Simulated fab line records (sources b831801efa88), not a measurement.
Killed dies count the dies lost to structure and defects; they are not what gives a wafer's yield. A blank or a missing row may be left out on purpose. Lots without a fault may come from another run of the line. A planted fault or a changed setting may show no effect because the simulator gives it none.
Which of the tools did it? :: flow gf180mcu :: 13 lots, 39 wafers sampled, at 5 steps of a route of 602

WHAT THE GAUGES READ, wafer by wafer
GF_VT_IMPLANT_TW_MEAS_43.
lot: L154
measured: day 7 12:11
on: film metro-02
VT_IMPLANT_4_TW: 681 684 683

lot: L155
measured: day 7 19:35
on: film metro-04
VT_IMPLANT_4_TW: 699 701 698

lot: L157
measured: day 8 08:55
on: film metro-04
VT_IMPLANT_4_TW: 698 697 699

lot: L158
measured: day 8 14:35
on: film metro-03
VT_IMPLANT_4_TW: 691 691 698

lot: L159
measured: day 8 20:50
on: film metro-04
VT_IMPLANT_4_TW: 698 700 700

lot: L160
measured: day 9 04:44
on: film metro-04
VT_IMPLANT_4_TW: 695 698 697

lot: L163
measured: day 10 02:57
on: film metro-04
VT_IMPLANT_4_TW: 694 696 698

lot: L164
measured: day 10 09:15
on: film metro-03
VT_IMPLANT_4_TW: 691 691 695

lot: L168
measured: day 11 12:50
on: film metro-03
VT_IMPLANT_4_TW: 724 719 720

lot: L169
measured: day 11 19:29
on: film metro-03
VT_IMPLANT_4_TW: 721 718 721

lot: L171
measured: day 12 06:47
on: film metro-04
VT_IMPLANT_4_TW: 697 699 698

lot: L172
measured: day 12 20:05
on: film metro-04
VT_IMPLANT_4_TW: 695 691 699

lot: L174
measured: day 13 02:00
on: film metro-03
VT_IMPLANT_4_TW: 693 692 690

GF_V4_BOW_MEAS_05.
lot: L154
measured: day 23 10:14
on: film metro-04
V4_BOW (um): 138 140 135

lot: L155
measured: day 23 15:31
on: film metro-02
V4_BOW (um): 133 138 138

lot: L157
measured: day 24 12:50
on: film metro-01
V4_BOW (um): 148 151 151

lot: L158
measured: day 24 20:10
on: film metro-02
V4_BOW (um): 139 136 139

lot: L159
measured: day 25 13:44
on: film metro-01
V4_BOW (um): 137 145 141

lot: L160
measured: day 25 19:28
on: film metro-04
V4_BOW (um): 147 150 146

lot: L163
measured: day 26 11:57
on: film metro-04
V4_BOW (um): 139 137 136

lot: L164
measured: day 26 22:14
on: film metro-02
V4_BOW (um): 118 127 131

lot: L168
measured: day 28 04:01
on: film metro-04
V4_BOW (um): 151 143 149

lot: L169
measured: day 28 09:49
on: film metro-04
V4_BOW (um): 133 128 139

lot: L171
measured: day 29 01:07
on: film metro-01
V4_BOW (um): 140 136 140

lot: L172
measured: day 29 12:27
on: film metro-01
V4_BOW (um): 142 144 136

lot: L174
measured: day 30 01:04
on: film metro-01
V4_BOW (um): 129 122 122

GF_V4_CD_MEAS_14: target cd 260 nm.
lot: L154
measured: day 24 08:59
on: cd sem-02
cd nm (nm): 260.0 259.5 260.6

lot: L155
measured: day 24 13:32
on: cd sem-01
cd nm (nm): 261.3 261.1 260.1

lot: L157
measured: day 25 10:58
on: cd sem-01
cd nm (nm): 258.8 258.8 259.4

lot: L158
measured: day 25 17:56
on: cd sem-01
cd nm (nm): 258.8 258.7 258.4

lot: L159
measured: day 26 10:39
on: cd sem-02
cd nm (nm): 260.4 259.3 259.3

lot: L160
measured: day 26 16:13
on: cd sem-01
cd nm (nm): 260.5 260.6 261.8

lot: L163
measured: day 27 08:53
on: cd sem-01
cd nm (nm): 260.4 260.2 260.6

lot: L164
measured: day 27 18:23
on: cd sem-02
cd nm (nm): 259.2 260.2 260.2

lot: L168
measured: day 28 23:37
on: cd sem-01
cd nm (nm): 260.5 259.4 260.4

lot: L169
measured: day 29 05:22
on: cd sem-01
cd nm (nm): 259.2 258.1 259.8

lot: L171
measured: day 29 19:28
on: cd sem-02
cd nm (nm): 258.5 259.1 259.9

lot: L172
measured: day 30 07:25
on: cd sem-02
cd nm (nm): 259.2 260.1 261.5

lot: L174
measured: day 30 19:19
on: cd sem-01
cd nm (nm): 260.3 260.3 261.5

WHAT TOOL EACH LOT RAN ON (gives the tool, then ch and the chambers of the sampled wafers, and finally the start)
lot: L154
GF_VT_IMPLANT_IMPLANT_41: implanter-04 ch 0, day 7 11:57
GF_M3_METAL_ETCH_16: rie metal-01 ch 0,1, day 21 06:21

lot: L155
GF_VT_IMPLANT_IMPLANT_41: implanter-01 ch 0, day 7 19:20
GF_M3_METAL_ETCH_16: rie metal-04 ch 0, day 21 13:30

lot: L157
GF_VT_IMPLANT_IMPLANT_41: implanter-04 ch 0, day 8 08:43
GF_M3_METAL_ETCH_16: rie metal-01 ch 0,1, day 22 11:18

lot: L158
GF_VT_IMPLANT_IMPLANT_41: implanter-04 ch 0, day 8 14:20
GF_M3_METAL_ETCH_16: rie metal-04 ch 0,1, day 22 18:48

lot: L159
GF_VT_IMPLANT_IMPLANT_41: implanter-04 ch 0, day 8 20:35
GF_M3_METAL_ETCH_16: rie metal-04 ch 0,1, day 23 12:15

lot: L160
GF_VT_IMPLANT_IMPLANT_41: implanter-04 ch 0, day 9 04:30
GF_M3_METAL_ETCH_16: rie metal-01 ch 0, day 23 18:38

lot: L163
GF_VT_IMPLANT_IMPLANT_41: implanter-04 ch 0, day 10 02:44
GF_M3_METAL_ETCH_16: rie metal-01 ch 0,1, day 24 13:06

lot: L164
GF_VT_IMPLANT_IMPLANT_41: implanter-04 ch 0, day 10 09:01
GF_M3_METAL_ETCH_16: rie metal-04 ch 0,1, day 24 23:47

lot: L168
GF_VT_IMPLANT_IMPLANT_41: implanter-01 ch 0, day 11 12:37
GF_M3_METAL_ETCH_16: rie metal-01 ch 0, day 26 06:56

lot: L169
GF_VT_IMPLANT_IMPLANT_41: implanter-01 ch 0, day 11 19:14
GF_M3_METAL_ETCH_16: rie metal-04 ch 0,1, day 26 13:45

lot: L171
GF_VT_IMPLANT_IMPLANT_41: implanter-03 ch 0, day 12 06:32
GF_M3_METAL_ETCH_16: rie metal-01 ch 0,1, day 27 04:27

lot: L172
GF_VT_IMPLANT_IMPLANT_41: implanter-03 ch 0, day 12 19:50
GF_M3_METAL_ETCH_16: rie metal-01 ch 0,1, day 27 17:14

lot: L174
GF_VT_IMPLANT_IMPLANT_41: implanter-03 ch 0, day 13 01:46
GF_M3_METAL_ETCH_16: rie metal-04 ch 0, day 28 05:57
- GF_VT_IMPLANT_IMPLANT_41
- GF_M3_METAL_ETCH_16: etches the open film in Cl2/BCl3, stops on SiO2, target depth 750.8 nm, time 125.1 s.

WHAT THE TOOLS THEMSELVES READ (means of the sampled wafers that have a number; where no wafer has one, the mark that the record gives instead)
GF_VT_IMPLANT_IMPLANT_41.
lot: L154
tool: implanter-04
beam energy keV: 69.974

lot: L155
tool: implanter-01
beam energy keV: 70.030

lot: L157
tool: implanter-04
beam energy keV: 70.001

lot: L158
tool: implanter-04
beam energy keV: 70.006

lot: L159
tool: implanter-04
beam energy keV: 69.996

lot: L160
tool: implanter-04
beam energy keV: 69.973

lot: L163
tool: implanter-04
beam energy keV: 70.040

lot: L164
tool: implanter-04
beam energy keV: 69.975

lot: L168
tool: implanter-01
beam energy keV: 79.469

lot: L169
tool: implanter-01
beam energy keV: 79.457

lot: L171
tool: implanter-03
beam energy keV: 70.021

lot: L172
tool: implanter-03
beam energy keV: 69.986

lot: L174
tool: implanter-03
beam energy keV: 69.985

GF_M3_METAL_ETCH_16.
lot: L154
tool: rie metal-01
drypump motor current A (A): 5.8
oes product au (a.u.): 0.995
throttle valve pct (%): 28.226

lot: L155
tool: rie metal-04
drypump motor current A (A): 6.1
oes product au (a.u.): 0.994
throttle valve pct (%): 28.235

lot: L157
tool: rie metal-01
drypump motor current A (A): 5.8
oes product au (a.u.): 0.994
throttle valve pct (%): 28.228

lot: L158
tool: rie metal-04
drypump motor current A (A): 6.0
oes product au (a.u.): 0.983
throttle valve pct (%): 28.239

lot: L159
tool: rie metal-04
drypump motor current A (A): 5.8
oes product au (a.u.): 0.986
throttle valve pct (%): 28.232

lot: L160
tool: rie metal-01
drypump motor current A (A): 6.1
oes product au (a.u.): 0.997
throttle valve pct (%): 28.221

lot: L163
tool: rie metal-01
drypump motor current A (A): 5.9
oes product au (a.u.): 0.990
throttle valve pct (%): 28.229

lot: L164
tool: rie metal-04
drypump motor current A (A): 6.0
oes product au (a.u.): 0.988
throttle valve pct (%): 28.225

lot: L168
tool: rie metal-01
drypump motor current A (A): 6.1
oes product au (a.u.): 0.996
throttle valve pct (%): 28.221

lot: L169
tool: rie metal-04
drypump motor current A (A): 5.8
oes product au (a.u.): 0.981
throttle valve pct (%): 28.235

lot: L171
tool: rie metal-01
drypump motor current A (A): 5.8
oes product au (a.u.): 0.991
throttle valve pct (%): 28.231

lot: L172
tool: rie metal-01
drypump motor current A (A): 5.8
oes product au (a.u.): 0.996
throttle valve pct (%): 28.221

lot: L174
tool: rie metal-04
drypump motor current A (A): 6.1
oes product au (a.u.): 0.993
throttle valve pct (%): 28.222

THE ANSWER, worked out from the rows above alone
Rule: usual is defined by the lots themselves. The widest of any qualifying gaps counts: lots, ordered by their means at a reading, are off when they make up no more than a third of the lots, leave a main group of 4 or more, and stand apart from it by 3 or more times the standard deviation of that group's means. A main group whose means are all the same, to the digits that the tables above print for the reading, isn't used. A lot without any number at a reading at which 4 lots or more have one is off too. All remaining lots with rows at the step are treated as sound. First the gauges in route order, then the tools' own readings, where a lot's mean is used as printed above. At the first step where some lot is off, the reading lying furthest off is the one used; lots without a number count as furthest.
Off: at GF_VT_IMPLANT_TW_MEAS_43 (VT_IMPLANT_4_TW), L168, L169. Mean 695 and standard deviation 4.6 in the main group.
If a tool, at a process step before that reading, ran all the lots that are off and no sound lot after the first of them, it fits. The gauges at GF_VT_IMPLANT_TW_MEAS_43 aren't tried: what is off there is off at GF_VT_IMPLANT_IMPLANT_41 too, on other tools, and a gauge's error can't cause that. One fits: GF_VT_IMPLANT_IMPLANT_41 on implanter-01. A fault onset in the window from L155 (day 7 19:20, its last sound lot) to L168 (day 11 12:37, its first lot off) fits.
On the lots that are off, the tool's own readings at GF_VT_IMPLANT_IMPLANT_41 differ by more than 5 times the standard deviation of the sound lots' means, which bears it out; beam energy keV reads 79.463 there versus 69.999 on the sound lots.

WHAT THE SIMULATOR HAD INSERTED
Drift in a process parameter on implanter-01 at GF_VT_IMPLANT_IMPLANT_41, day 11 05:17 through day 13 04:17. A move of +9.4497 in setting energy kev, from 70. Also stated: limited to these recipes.
Lots struck among those shown: L168, L169. The same result came from the rule above.
